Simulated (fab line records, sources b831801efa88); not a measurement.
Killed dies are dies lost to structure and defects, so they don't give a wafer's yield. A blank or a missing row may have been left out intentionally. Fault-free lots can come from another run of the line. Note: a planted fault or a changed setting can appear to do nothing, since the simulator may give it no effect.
Which tool did it? || flow sky130 || Sampling: 13 lots, 37 wafers, 5 of 708 route steps

## WHAT THE GAUGES READ, wafer by wafer
SKY_SONOS_TUNNEL_OVL_MEAS_08. Usual: SONOS_TUNNEL_OVL typically reads 0.6 nm, with standard deviation 1.5.
{"lot": "L698", "measured": "day 10 22:10", "on": "overlay-02", "SONOS_TUNNEL_OVL (nm)": "0.9 1.0 0.6", "flag": ""}
{"lot": "L699", "measured": "day 11 06:01", "on": "overlay-02", "SONOS_TUNNEL_OVL (nm)": "2.6 1.4 1.8", "flag": ""}
{"lot": "L700", "measured": "day 11 13:16", "on": "overlay-01", "SONOS_TUNNEL_OVL (nm)": "-0.5 -1.1 -0.8", "flag": ""}
{"lot": "L702", "measured": "day 12 10:06", "on": "overlay-02", "SONOS_TUNNEL_OVL (nm)": "0.9 0.1 -0.2", "flag": ""}
{"lot": "L703", "measured": "day 12 12:46", "on": "overlay-01", "SONOS_TUNNEL_OVL (nm)": "2.3 2.7 3.2", "flag": ""}
{"lot": "L704", "measured": "day 12 23:26", "on": "overlay-01", "SONOS_TUNNEL_OVL (nm)": "-1.5 0.6", "flag": ""}
{"lot": "L705", "measured": "day 13 11:56", "on": "overlay-02", "SONOS_TUNNEL_OVL (nm)": "0.3 2.2", "flag": ""}
{"lot": "L712", "measured": "day 17 01:31", "on": "overlay-01", "SONOS_TUNNEL_OVL (nm)": "0.7 -1.3 -1.4", "flag": ""}
{"lot": "L714", "measured": "day 17 20:58", "on": "overlay-01", "SONOS_TUNNEL_OVL (nm)": "-0.4 -0.8 -0.2", "flag": ""}
{"lot": "L715", "measured": "day 17 21:39", "on": "overlay-02", "SONOS_TUNNEL_OVL (nm)": "1.4 0.5 0.2", "flag": ""}
{"lot": "L717", "measured": "day 18 12:16", "on": "overlay-01", "SONOS_TUNNEL_OVL (nm)": "2.7 3.1 1.6", "flag": ""}
{"lot": "L718", "measured": "day 19 01:51", "on": "overlay-02", "SONOS_TUNNEL_OVL (nm)": "-0.5 0.9 -1.1", "flag": ""}
{"lot": "L720", "measured": "day 20 00:05", "on": "overlay-01", "SONOS_TUNNEL_OVL (nm)": "0.3 -0.5 -1.0", "flag": ""}

SKY_SONOS_ONO_CD_MEAS_13: the cd target is 410 nm. Usual: cd nm reads 409.5 nm (standard deviation 2.6).
{"lot": "L698", "measured": "day 12 05:59", "on": "cd sem-01", "cd nm (nm)": "409.5 408.9 408.1", "flag": ""}
{"lot": "L699", "measured": "day 12 13:11", "on": "cd sem-02", "cd nm (nm)": "404.6 407.4 406.0", "flag": ""}
{"lot": "L700", "measured": "day 12 19:31", "on": "cd sem-02", "cd nm (nm)": "408.8 409.7 408.3", "flag": ""}
{"lot": "L702", "measured": "day 13 19:07", "on": "cd sem-02", "cd nm (nm)": "412.0 413.2 411.7", "flag": ""}
{"lot": "L703", "measured": "day 13 21:06", "on": "cd sem-02", "cd nm (nm)": "411.2 411.4 411.9", "flag": ""}
{"lot": "L704", "measured": "day 14 07:37", "on": "cd sem-02", "cd nm (nm)": "336.3 337.9", "flag": "OFF"}
{"lot": "L705", "measured": "day 14 19:44", "on": "cd sem-02", "cd nm (nm)": "409.2 333.1", "flag": "OFF"}
{"lot": "L712", "measured": "day 18 14:55", "on": "cd sem-01", "cd nm (nm)": "404.4 408.4 406.9", "flag": ""}
{"lot": "L714", "measured": "day 19 15:44", "on": "cd sem-02", "cd nm (nm)": "409.3 408.5 410.2", "flag": ""}
{"lot": "L715", "measured": "day 19 15:59", "on": "cd sem-01", "cd nm (nm)": "409.6 407.7 409.2", "flag": ""}
{"lot": "L717", "measured": "day 20 05:25", "on": "cd sem-02", "cd nm (nm)": "411.2 413.4 413.4", "flag": ""}
{"lot": "L718", "measured": "day 20 14:50", "on": "cd sem-01", "cd nm (nm)": "413.1 411.8 410.6", "flag": ""}
{"lot": "L720", "measured": "day 21 11:52", "on": "cd sem-02", "cd nm (nm)": "411.1 412.3 413.0", "flag": ""}

SKY_GATE_OXIDE_OVL_MEAS_10. Usual: GATE_OXIDE_OVL typically reads 0.8 nm, with standard deviation 1.3.
{"lot": "L698", "measured": "day 13 09:14", "on": "overlay-01", "GATE_OXIDE_OVL (nm)": "2.9 2.0 2.5", "flag": ""}
{"lot": "L699", "measured": "day 13 17:53", "on": "overlay-01", "GATE_OXIDE_OVL (nm)": "4.6 3.6 2.5", "flag": ""}
{"lot": "L700", "measured": "day 13 22:47", "on": "overlay-02", "GATE_OXIDE_OVL (nm)": "-1.0 0.4 0.6", "flag": ""}
{"lot": "L702", "measured": "day 14 23:02", "on": "overlay-02", "GATE_OXIDE_OVL (nm)": "-0.9 0.3 -1.5", "flag": ""}
{"lot": "L703", "measured": "day 15 01:26", "on": "overlay-02", "GATE_OXIDE_OVL (nm)": "1.5 1.4 1.0", "flag": ""}
{"lot": "L704", "measured": "day 15 13:22", "on": "overlay-01", "GATE_OXIDE_OVL (nm)": "1.3 1.1", "flag": ""}
{"lot": "L705", "measured": "day 16 01:57", "on": "overlay-02", "GATE_OXIDE_OVL (nm)": "1.1 1.5", "flag": ""}
{"lot": "L712", "measured": "day 20 01:30", "on": "overlay-01", "GATE_OXIDE_OVL (nm)": "1.0 0.0 0.6", "flag": ""}
{"lot": "L714", "measured": "day 21 00:11", "on": "overlay-02", "GATE_OXIDE_OVL (nm)": "-0.1 1.5 1.0", "flag": ""}
{"lot": "L715", "measured": "day 21 00:58", "on": "overlay-01", "GATE_OXIDE_OVL (nm)": "2.0 2.1 2.5", "flag": ""}
{"lot": "L717", "measured": "day 21 15:59", "on": "overlay-01", "GATE_OXIDE_OVL (nm)": "1.2 1.5 1.9", "flag": ""}
{"lot": "L718", "measured": "day 21 23:28", "on": "overlay-01", "GATE_OXIDE_OVL (nm)": "-0.6 0.4 -0.7", "flag": ""}
{"lot": "L720", "measured": "day 22 19:50", "on": "overlay-01", "GATE_OXIDE_OVL (nm)": "-2.3 -2.3 -0.9", "flag": ""}

## TOOL THAT RAN EACH LOT (tool first, then ch and the chambers of the sampled wafers, then the start)
{"lot": "L698", "SKY_VT_ADJUST_HVTR_STRIP_10": "plasma asher-02 ch 0,1, day 9 03:21", "SKY_SONOS_ONO_EXPOSE_10": "iline stepper-02 ch 0, day 11 18:18"}
{"lot": "L699", "SKY_VT_ADJUST_HVTR_STRIP_10": "plasma asher-01 ch 1, day 9 09:11", "SKY_SONOS_ONO_EXPOSE_10": "iline stepper-01 ch 0, day 12 01:16"}
{"lot": "L700", "SKY_VT_ADJUST_HVTR_STRIP_10": "plasma asher-02 ch 0,1, day 9 15:40", "SKY_SONOS_ONO_EXPOSE_10": "iline stepper-02 ch 0, day 12 07:56"}
{"lot": "L702", "SKY_VT_ADJUST_HVTR_STRIP_10": "plasma asher-01 ch 0,1, day 10 09:45", "SKY_SONOS_ONO_EXPOSE_10": "iline stepper-02 ch 0, day 13 05:30"}
{"lot": "L703", "SKY_VT_ADJUST_HVTR_STRIP_10": "plasma asher-04 ch 0,1, day 10 13:56", "SKY_SONOS_ONO_EXPOSE_10": "iline stepper-01 ch 0, day 13 07:59"}
{"lot": "L704", "SKY_VT_ADJUST_HVTR_STRIP_10": "plasma asher-01 ch 0,1, day 10 22:43", "SKY_SONOS_ONO_EXPOSE_10": "iline stepper-02 ch 0, day 13 18:45"}
{"lot": "L705", "SKY_VT_ADJUST_HVTR_STRIP_10": "plasma asher-02 ch 0,1, day 11 10:26", "SKY_SONOS_ONO_EXPOSE_10": "iline stepper-02 ch 0, day 14 06:47"}
{"lot": "L712", "SKY_VT_ADJUST_HVTR_STRIP_10": "plasma asher-01 ch 0,1, day 14 17:41", "SKY_SONOS_ONO_EXPOSE_10": "iline stepper-02 ch 0, day 17 23:17"}
{"lot": "L714", "SKY_VT_ADJUST_HVTR_STRIP_10": "plasma asher-01 ch 0,1, day 15 11:29", "SKY_SONOS_ONO_EXPOSE_10": "iline stepper-01 ch 0, day 19 00:01"}
{"lot": "L715", "SKY_VT_ADJUST_HVTR_STRIP_10": "plasma asher-04 ch 0,1, day 15 11:32", "SKY_SONOS_ONO_EXPOSE_10": "iline stepper-01 ch 0, day 19 00:07"}
{"lot": "L717", "SKY_VT_ADJUST_HVTR_STRIP_10": "plasma asher-04 ch 0,1, day 16 01:24", "SKY_SONOS_ONO_EXPOSE_10": "iline stepper-02 ch 0, day 19 14:12"}
{"lot": "L718", "SKY_VT_ADJUST_HVTR_STRIP_10": "plasma asher-04 ch 0,1, day 16 14:08", "SKY_SONOS_ONO_EXPOSE_10": "iline stepper-01 ch 0, day 20 00:26"}
{"lot": "L720", "SKY_VT_ADJUST_HVTR_STRIP_10": "plasma asher-01 ch 0,1, day 17 11:53", "SKY_SONOS_ONO_EXPOSE_10": "iline stepper-01 ch 0, day 20 20:04"}
- SKY_VT_ADJUST_HVTR_STRIP_10: strips in O2/N2.
- SKY_SONOS_ONO_EXPOSE_10: exposes mask ONOM, target cd 410 nm.

## AS READ BY THE TOOLS THEMSELVES (means over the sampled wafers that have a number; for cases with no such wafer, the mark the record gives instead)
SKY_VT_ADJUST_HVTR_STRIP_10. Usual: drypump motor current A 6.0 A, standard deviation 0.35; oes product au 0.715 a.u., standard deviation 0.0048; strip time to endpoint s 14.172 s, standard deviation 0.027.
{"lot": "L698", "tool": "plasma asher-02", "drypump motor current A (A)": 6.1, "oes product au (a.u.)": 0.713, "strip time to endpoint s (s)": 14.183, "flag": ""}
{"lot": "L699", "tool": "plasma asher-01", "drypump motor current A (A)": 6.6, "oes product au (a.u.)": 0.714, "strip time to endpoint s (s)": 14.151, "flag": ""}
{"lot": "L700", "tool": "plasma asher-02", "drypump motor current A (A)": 6.0, "oes product au (a.u.)": 0.719, "strip time to endpoint s (s)": 14.147, "flag": ""}
{"lot": "L702", "tool": "plasma asher-01", "drypump motor current A (A)": 6.3, "oes product au (a.u.)": 0.714, "strip time to endpoint s (s)": 14.200, "flag": ""}
{"lot": "L703", "tool": "plasma asher-04", "drypump motor current A (A)": 5.8, "oes product au (a.u.)": 0.717, "strip time to endpoint s (s)": 14.193, "flag": ""}
{"lot": "L704", "tool": "plasma asher-01", "drypump motor current A (A)": 6.1, "oes product au (a.u.)": 0.718, "strip time to endpoint s (s)": 14.188, "flag": ""}
{"lot": "L705", "tool": "plasma asher-02", "drypump motor current A (A)": 6.0, "oes product au (a.u.)": 0.711, "strip time to endpoint s (s)": 14.159, "flag": ""}
{"lot": "L712", "tool": "plasma asher-01", "drypump motor current A (A)": 5.9, "oes product au (a.u.)": 0.719, "strip time to endpoint s (s)": 14.160, "flag": ""}
{"lot": "L714", "tool": "plasma asher-01", "drypump motor current A (A)": 5.9, "oes product au (a.u.)": 0.719, "strip time to endpoint s (s)": 14.180, "flag": ""}
{"lot": "L715", "tool": "plasma asher-04", "drypump motor current A (A)": 5.7, "oes product au (a.u.)": 0.714, "strip time to endpoint s (s)": 14.158, "flag": ""}
{"lot": "L717", "tool": "plasma asher-04", "drypump motor current A (A)": 5.7, "oes product au (a.u.)": 0.716, "strip time to endpoint s (s)": 14.195, "flag": ""}
{"lot": "L718", "tool": "plasma asher-04", "drypump motor current A (A)": 5.8, "oes product au (a.u.)": 0.714, "strip time to endpoint s (s)": 14.180, "flag": ""}
{"lot": "L720", "tool": "plasma asher-01", "drypump motor current A (A)": 5.9, "oes product au (a.u.)": 0.717, "strip time to endpoint s (s)": 14.158, "flag": ""}

## THE ANSWER, worked out from the rows above alone
Rule: take the mean of a lot's wafers that have a number; if it is more than 3 standard deviations from the usual mean, the lot is off. A lot without any number at a reading at which 4 lots or more have one is off too. Where the step has rows for the other lots, those lots are counted as sound. After the gauges, taken in route order, come the tools' own readings; for these a lot's mean is taken, as printed above. At the first step where some lot is off, the reading lying furthest off is the one used; lots without a number count as furthest.
Off: L704, L705, at SKY_SONOS_ONO_CD_MEAS_13 (cd nm).
If a tool, at a process step before that reading, ran all the lots that are off and no sound lot after the first of them, it fits. Gauges at SKY_SONOS_ONO_CD_MEAS_13: tried the same way as those tools. Of those tried, none fits.

## WHAT THE SIMULATOR HAD PUT IN
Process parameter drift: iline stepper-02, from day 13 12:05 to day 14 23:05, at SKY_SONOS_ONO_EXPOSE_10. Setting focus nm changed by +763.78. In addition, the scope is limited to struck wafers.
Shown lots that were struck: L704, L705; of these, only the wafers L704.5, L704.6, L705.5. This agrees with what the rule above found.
